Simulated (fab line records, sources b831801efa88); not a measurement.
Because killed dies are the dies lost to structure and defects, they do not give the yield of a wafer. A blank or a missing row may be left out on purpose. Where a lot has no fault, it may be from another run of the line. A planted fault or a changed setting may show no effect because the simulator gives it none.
fab line records    flow sky130
record lots=13  wafers=36  last_day=50
route steps=708 shown FIELD_ISO@17 VT_ADJUST_HVTP@95 POLY_GATE@224 PAD_OPEN@708
lots untouched by any fault: they come from a run of this same line in which no faults occurred
start_h: hours from the record's first day to the start of the lot's first wafer shown    wait_h: hours from the lot's prior step to this one    " repeats the value in the row above    L1.1+2: a row that stands for several wafers    - either no value or no given start    * or withheld: withheld    < > ~ a bound
route shown NAME@n: a module of which the file shows steps, and the number in the route of the first    usual: the fault-free wafers' mean and standard deviation    same: alike in all rows    chamber/n: place in a boat    sites: each site's reading    _std_site: standard deviation across them    _edge_site: inner sites' mean taken away from outer sites' mean    radius_mm: how far each site lies from the wafer's centre    mask NAME#n: copy n    behind: the most recent tool/chamber to have shaped the wafer    hold: why the lot was held/for how many hours/how that ended    device: transistor that didn't switch, given as n, p or np    end of line: the same wafers' tests at the end of the route    a step with no rows: only its recipe    killed: at the first sort, the dies lost to defects and structure; wafer yield is something else    map: the dies of a wafer, with x for killed, . for not killed, _ for no die there
set.NAME: the setting the step ran with; set.NAME@STEP: the setting that earlier step ran with    model.NAME: the simulator's own value behind a step, which no gauge read
steps of the route over a sample of lots; a table a step, a row a wafer
services: from which hour (start_h, from the record's first day; less than 0 if before it) a tool's chamber was out of use, for how many hours, and why
## steps
# step SKY_FIELD_ISO_STRIP_16
# recipe chemistry=O2/N2  power_w=1400  pressure_mtorr=1500  platen_temp_c=withheld  o2_flow_sccm=3000  n2_flow_sccm=300  overash_fraction=0.5
# usual drypump_motor_current_A=6.0/0.49  oes_product_au=0.377/0.0049  strip_time_to_endpoint_s=3.541/0.03
# same overash_fraction=0.5
lot.wafer  tool             chamber  start_h  wait_h  drypump_motor_current_A  oes_product_au  rf_hours_counter_h  strip_time_to_endpoint_s
L149.4     plasma_asher-03  0        31.28    0.1     6.7                      0.367           -                   3.482
L149.5     "                0        "        "       6.7                      0.364           -                   3.492
L149.6     "                1        "        "       5.9                      0.381           -                   3.532
L152.1     plasma_asher-02  1        47.09    0.0     5.4                      0.374           37                  3.578
L152.3     "                1        "        "       5.4                      0.382           -                   3.600
L152.5     "                0        "        "       5.6                      0.375           -                   3.584
L153.2     plasma_asher-03  0        50.50    0.0     6.7                      0.378           38                  3.573
L153.4     "                1        "        "       5.9                      0.373           -                   3.546
L153.5     "                1        "        "       5.9                      0.375           -                   3.555
L154.2     plasma_asher-01  0        54.44    0.0     6.6                      0.381           37                  3.553
L154.4     "                1        "        "       6.0                      0.376           -                   3.575
L154.5     "                0        "        "       6.6                      0.375           -                   3.533
L155.1     plasma_asher-02  0        60.90    0.0     5.6                      0.382           39                  3.583
L155.3     "                0        "        "       5.6                      0.379           -                   3.586
L155.5     "                1        "        "       5.4                      0.384           -                   3.579
L156.2     plasma_asher-03  1        65.90    0.0     5.9                      0.378           39                  3.523
L156.3     "                0        "        "       6.7                      0.369           -                   3.490
L156.4     "                1        "        "       5.9                      0.370           -                   3.484
L157.3     plasma_asher-02  0        69.80    0.1     5.6                      0.375           -                   3.541
L157.4     "                1        "        "       5.4                      0.375           -                   3.490
L157.6     "                0        "        "       5.6                      0.379           -                   3.606
L158.1     plasma_asher-02  1        75.00    0.0     5.4                      0.381           40                  3.567
L158.2     "                0        "        "       5.6                      0.382           40                  3.509
L158.3     "                1        "        "       5.4                      0.374           -                   3.573
L164.1     plasma_asher-01  0        109.37   0.0     6.6                      0.378           41                  3.519
L164.6     "                1        "        "       6.0                      0.376           -                   3.525
L165.1     plasma_asher-02  1        113.64   0.0     5.4                      0.376           44                  3.536
L165.5     "                1        "        "       5.4                      0.381           -                   3.528
L167.1     plasma_asher-02  0        122.94   0.0     5.6                      0.367           46                  3.467
L167.5     "                0        "        "       5.6                      0.376           -                   3.468
L170.4     plasma_asher-02  1        139.53   0.0     5.4                      0.375           -                   3.514
L170.5     "                0        "        "       5.6                      0.370           -                   3.541
L170.6     "                1        "        "       5.4                      0.381           -                   3.535
L172.1     plasma_asher-03  0        148.22   0.0     6.7                      0.384           3                   3.487
L172.4     "                1        "        "       5.9                      0.375           -                   3.552
L172.6     "                1        "        "       5.9                      0.372           -                   3.505
# step SKY_FIELD_ISO_THK_MEAS_25
# recipe reads=SiO2_of_FIELD_ISO_CVD_24
# usual FIELD_ISO_CVD_24_THK=597/6.4
lot.wafer  tool           chamber  start_h  wait_h  FIELD_ISO_CVD_24_THK[nm]
L149.4     film_metro-01  -        33.38    0.0     596
L149.5     "              -        "        "       588
L149.6     "              -        "        "       591
L152.1     film_metro-02  -        48.84    0.0     602
L152.3     "              -        "        "       597
L152.5     "              -        "        "       599
L153.2     film_metro-01  -        52.95    0.0     587
L153.4     "              -        "        "       589
L153.5     "              -        "        "       595
L154.2     film_metro-02  -        56.22    0.0     599
L154.4     "              -        "        "       602
L154.5     "              -        "        "       600
L155.1     film_metro-04  -        63.73    0.0     588
L155.3     "              -        "        "       592
L155.5     "              -        "        "       602
L156.2     film_metro-01  -        68.12    0.0     598
L156.3     "              -        "        "       590
L156.4     "              -        "        "       590
L157.3     film_metro-02  -        72.06    0.1     599
L157.4     "              -        "        "       596
L157.6     "              -        "        "       591
L158.1     film_metro-01  -        78.39    0.0     592
L158.2     "              -        "        "       593
L158.3     "              -        "        "       590
L164.1     film_metro-01  -        111.14   0.0     604
L164.6     "              -        "        "       608
L165.1     film_metro-04  -        115.42   0.0     602
L165.5     "              -        "        "       601
L167.1     film_metro-04  -        124.69   0.0     603
L167.5     "              -        "        "       599
L170.4     film_metro-04  -        143.79   0.0     595
L170.5     "              -        "        "       603
L170.6     "              -        "        "       592
L172.1     film_metro-02  -        152.44   0.0     600
L172.4     "              -        "        "       594
L172.6     "              -        "        "       602
# step SKY_VT_ADJUST_HVTP_STRIP_10
# recipe chemistry=O2/N2  power_w=1400  pressure_mtorr=1500  platen_temp_c=withheld  o2_flow_sccm=3000  n2_flow_sccm=300  overash_fraction=0.5
# usual drypump_motor_current_A=6.2/0.44  oes_product_au=0.715/0.0046  strip_time_to_endpoint_s=14.18/0.032
# same overash_fraction=0.5
lot.wafer  tool             chamber  start_h  wait_h  drypump_motor_current_A  oes_product_au  rf_hours_counter_h  strip_time_to_endpoint_s
L149.4     plasma_asher-01  1        123.64   0.1     6.0                      0.719           -                   14.16
L149.5     "                1        "        "       6.0                      0.711           -                   14.11
L149.6     "                0        "        "       6.6                      0.719           -                   14.22
L152.1     plasma_asher-01  0        144.81   0.1     6.6                      0.710           44                  14.18
L152.3     "                0        "        "       6.6                      0.712           -                   14.17
L152.5     "                0        "        "       6.6                      0.712           -                   14.18
L153.2     plasma_asher-02  1        147.59   0.1     5.4                      0.716           48                  14.21
L153.4     "                1        "        "       5.4                      0.717           -                   14.20
L153.5     "                1        "        "       5.4                      0.709           -                   14.19
L154.2     plasma_asher-02  1        161.80   0.1     5.4                      0.720           49                  14.19
L154.4     "                0        "        "       5.6                      0.717           -                   14.29
L154.5     "                0        "        "       5.6                      0.713           -                   14.21
L155.1     plasma_asher-01  1        162.10   0.1     6.0                      0.710           46                  14.15
L155.3     "                1        "        "       6.0                      0.717           -                   14.11
L155.5     "                1        "        "       6.0                      0.713           -                   14.13
L156.2     plasma_asher-03  0        166.98   0.1     6.7                      0.721           4                   14.19
L156.3     "                1        "        "       5.9                      0.712           -                   14.17
L156.4     "                0        "        "       6.6                      0.710           -                   14.17
L157.3     plasma_asher-03  0        172.96   0.1     6.7                      0.712           -                   14.18
L157.4     "                1        "        "       5.9                      0.716           -                   14.20
L157.6     "                0        "        "       6.7                      0.716           -                   14.21
L158.1     plasma_asher-03  1        180.30   0.1     5.9                      0.708           5                   14.23
L158.2     "                0        "        "       6.7                      0.714           5                   14.19
L158.3     "                1        "        "       5.9                      0.715           -                   14.17
L164.1     plasma_asher-01  1        215.48   0.1     6.0                      0.717           51                  14.16
L164.6     "                1        "        "       6.0                      0.719           -                   14.19
L165.1     plasma_asher-03  0        224.19   0.1     6.7                      0.711           10                  14.15
L165.5     "                0        "        "       6.7                      0.713           -                   14.21
L167.1     plasma_asher-01  0        233.13   0.1     6.6                      0.718           54                  14.18
L167.5     "                0        "        "       6.6                      0.715           -                   14.22
L170.4     plasma_asher-01  0        258.34   0.1     6.6                      0.716           -                   14.17
L170.5     "                0        "        "       6.6                      0.723           -                   14.18
L170.6     "                1        "        "       6.0                      0.721           -                   14.23
L172.1     plasma_asher-01  1        272.09   0.1     6.0                      0.718           57                  14.21
L172.4     "                0        "        "       6.6                      0.715           -                   14.19
L172.6     "                0        "        "       6.6                      0.710           -                   14.19
# step SKY_POLY_GATE_EXPOSE_10
# recipe mask_id=P1M  na=0.68  source_shape=conventional  sigma_outer=0.6  target_cd_nm=150  dose_mj=28
lot.wafer   tool            chamber  start_h  wait_h  mask
L149.4+5+6  krf_scanner-01  0        354.98   -       P1M#0
L152.1+3+5  krf_scanner-01  0        380.90   -       P1M#0
L153.2+4+5  krf_scanner-01  0        388.39   -       P1M#0
L154.2+4+5  krf_scanner-01  0        405.35   -       P1M#0
L155.1+3+5  krf_scanner-01  0        409.52   -       P1M#0
L156.2+3+4  krf_scanner-02  0        415.11   -       P1M#0
L157.3+4+6  krf_scanner-02  0        422.92   -       P1M#0
L158.1+2+3  krf_scanner-01  0        435.09   -       P1M#0
L164.1+6    krf_scanner-01  0        488.80   -       P1M#0
L165.1+5    krf_scanner-01  0        499.03   -       P1M#0
L167.1+5    krf_scanner-01  0        511.80   -       P1M#0
L170.4+5+6  krf_scanner-02  0        540.00   -       P1M#0
L172.1+4+6  krf_scanner-02  0        553.64   -       P1M#0
# step SKY_POLY_GATE_CD_MEAS_13
# recipe target_cd_nm=150
# usual cd_nm=149.9/1.1
lot.wafer  tool       chamber  start_h  wait_h  cd_nm
L149.4     cd_sem-02  -        368.24   -       149.4
L149.5     "          -        "        "       149.6
L149.6     "          -        "        "       149.3
L152.1     cd_sem-01  -        394.78   -       150.9
L152.3     "          -        "        "       152.4
L152.5     "          -        "        "       151.2
L153.2     cd_sem-01  -        402.24   -       151.8
L153.4     "          -        "        "       151.6
L153.5     "          -        "        "       151.1
L154.2     cd_sem-01  -        420.10   -       151.1
L154.4     "          -        "        "       151.2
L154.5     "          -        "        "       149.7
L155.1     cd_sem-01  -        424.52   -       151.6
L155.3     "          -        "        "       151.3
L155.5     "          -        "        "       151.7
L156.2     cd_sem-02  -        429.99   -       148.7
L156.3     "          -        "        "       149.3
L156.4     "          -        "        "       149.4
L157.3     cd_sem-01  -        437.62   -       150.6
L157.4     "          -        "        "       149.7
L157.6     "          -        "        "       150.2
L158.1     cd_sem-02  -        450.67   -       150.4
L158.2     "          -        "        "       150.5
L158.3     "          -        "        "       151.6
L164.1     cd_sem-01  -        504.03   -       118.4
L164.6     "          -        "        "       118.7
L165.1     cd_sem-01  -        514.07   -       116.7
L165.5     "          -        "        "       149.4
L167.1     cd_sem-01  -        526.63   -       113.7
L167.5     "          -        "        "       148.1
L170.4     cd_sem-02  -        554.23   -       149.1
L170.5     "          -        "        "       148.4
L170.6     "          -        "        "       149.8
L172.1     cd_sem-01  -        568.72   -       148.6
L172.4     "          -        "        "       151.1
L172.6     "          -        "        "       149.7
# step SKY_PAD_OPEN_PROBE_99
# usual killed_at_M0_to_M3=42/7.3  killed_at_M4_up=3.2/1.8  killed_at_contacts=25/5.2  killed_at_front_end=15/4.6  killed_at_other=0.3/0.62  killed_dies=85/9.9  killed_on_rim=17/3.9  killed_open=46/7.1  killed_short=38/5.7
# same gross_dies=492  killed_at_back_side=0
lot.wafer  tool       chamber  start_h  wait_h  killed_at_M0_to_M3  killed_at_M4_up  killed_at_contacts  killed_at_front_end  killed_at_other  killed_dies  killed_on_rim  killed_open  killed_short
L164.1     prober-01  -        1165.05  0.1     42                  4                18                  379                  0                443          66             38           35
L164.6     prober-01  -        1165.30  0.2     52                  3                22                  367                  0                444          66             47           41
L165.1     prober-02  -        1168.72  0.1     42                  1                12                  400                  0                455          76             40           29
L165.5     prober-02  -        1168.92  0.2     44                  4                27                  16                   0                91           22             51           40
L167.1     prober-02  -        1177.07  0.1     32                  0                28                  415                  0                475          84             45           33
L167.5     prober-02  -        1177.27  0.2     36                  2                19                  19                   0                76           18             37           39
# killed by level:class
L164.1 POLY_GATE:area_expose=370 VIA1:geometric_particle:open=12 CONTACT:geometric_particle:open=10 METAL2:geometric_particle:short=6 FIELD_ISO:geometric_particle:short=4 METAL1:geometric_particle:short=4 VIA1:geometric_particle:short=4 CONTACT:geometric_particle:short=3
L164.6 POLY_GATE:area_expose=356 VIA1:geometric_particle:open=11 CONTACT:geometric_particle:open=8 METAL2:geometric_particle:short=7 VIA2:geometric_particle:open=6 METAL1:geometric_particle:short=6 VIA1:geometric_particle:short=6 LI_CONTACT:geometric_particle:open=5
L165.1 POLY_GATE:area_expose=386 VIA1:geometric_particle:open=13 FIELD_ISO:geometric_particle:short=6 VIA3:geometric_particle:open=6 CONTACT:geometric_particle:open=5 METAL1:geometric_particle:short=5 VIA3:geometric_particle:short=5 FIELD_ISO:geometric_particle:open=4
L165.5 CONTACT:geometric_particle:open=12 VIA1:geometric_particle:open=9 CONTACT:geometric_particle:short=8 VIA3:geometric_particle:open=8 FIELD_ISO:geometric_particle:open=7 VIA2:geometric_particle:open=7 METAL1:geometric_particle:short=6 METAL2:geometric_particle:short=5
L167.1 POLY_GATE:area_expose=397 CONTACT:geometric_particle:open=11 VIA1:geometric_particle:open=9 LI_CONTACT:geometric_particle:short=6 POLY_GATE:geometric_particle:short=5 LI_CONTACT:geometric_particle:open=5 VIA3:geometric_particle:open=5 POLY_GATE:geometric_particle:open=4
L167.5 CONTACT:geometric_particle:open=7 METAL1:geometric_particle:short=7 METAL2:geometric_particle:short=7 VIA2:geometric_particle:open=7 FIELD_ISO:geometric_particle:short=5 POLY_GATE:geometric_particle:open=5 LI_CONTACT:geometric_particle:open=5 VIA1:geometric_particle:open=5
## services
tool             chamber  start_h  hours  kind
plasma_asher-03  -        17.71    1.8    repair
krf_scanner-01   -        52.00    0.8    pm
krf_scanner-01   -        68.66    1.0    pm
plasma_asher-01  -        68.85    14.6   pm
krf_scanner-01   -        88.59    4.4    pm
krf_scanner-01   -        102.74   1.3    pm
krf_scanner-01   -        144.22   14.8   repair
krf_scanner-01   -        220.80   0.8    pm
krf_scanner-01   -        222.05   0.6    repair
krf_scanner-01   -        237.66   1.0    pm
krf_scanner-01   -        278.64   1.3    pm
plasma_asher-01  -        281.42   0.8    repair
krf_scanner-01   -        326.99   3.6    pm
plasma_asher-01  -        355.52   2.2    repair
krf_scanner-01   -        356.27   4.0    pm
krf_scanner-01   -        389.60   0.8    pm
krf_scanner-01   -        406.72   1.0    pm
krf_scanner-01   -        419.80   0.5    repair
plasma_asher-01  -        421.25   9.0    pm
plasma_asher-01  -        430.25   2.8    pm
krf_scanner-01   -        444.46   11.6   pm
krf_scanner-01   -        456.01   1.3    pm
krf_scanner-01   -        487.02   1.0    repair
plasma_asher-02  -        513.52   2.8    pm
## key
first_sign step=SKY_POLY_GATE_CD_MEAS_13  reading=cd_nm  direction=down  sigmas=31  usual=149.9  struck=116.9
effect step=SKY_PAD_OPEN_PROBE_99  reading=killed_at_front_end  direction=up  sigmas=82  usual=15  struck=390
more_kills_born_at SKY_POLY_GATE_EXPOSE_10@krf_scanner-01=1509
met_at SKY_POLY_GATE_EXPOSE_10
struck_lots L164,L165,L167
struck_wafers L164.1,L164.6,L165.1,L167.1
later_rows_left_out L164.1,L164.6,L165.1,L167.1
tester_left_out L164,L165,L167
not_acting_at SKY_FIELD_ISO_STRIP_16,SKY_FIELD_ISO_THK_MEAS_25,SKY_VT_ADJUST_HVTP_STRIP_10
onset_between 435.09 488.80
fault kind=process_parameter_drift  tool=krf_scanner-01  chamber=-  onset_h=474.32  steps=SKY_POLY_GATE_EXPOSE_10  channel=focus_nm  offset=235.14  shape=step  end_h=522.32  scope=struck_wafers_only
# tester_left_out: of these lots the tester's yield and bins aren't shown, on N5 and GAA mostly nor the transistor test; their killed dies are dies lost to structure and defects alone, not to doping, threshold or leakage, so they don't give the yield
# later_rows_left_out: the simulator's readings of these wafers behind a module that went badly wrong aren't trusted and aren't shown, but for the sort
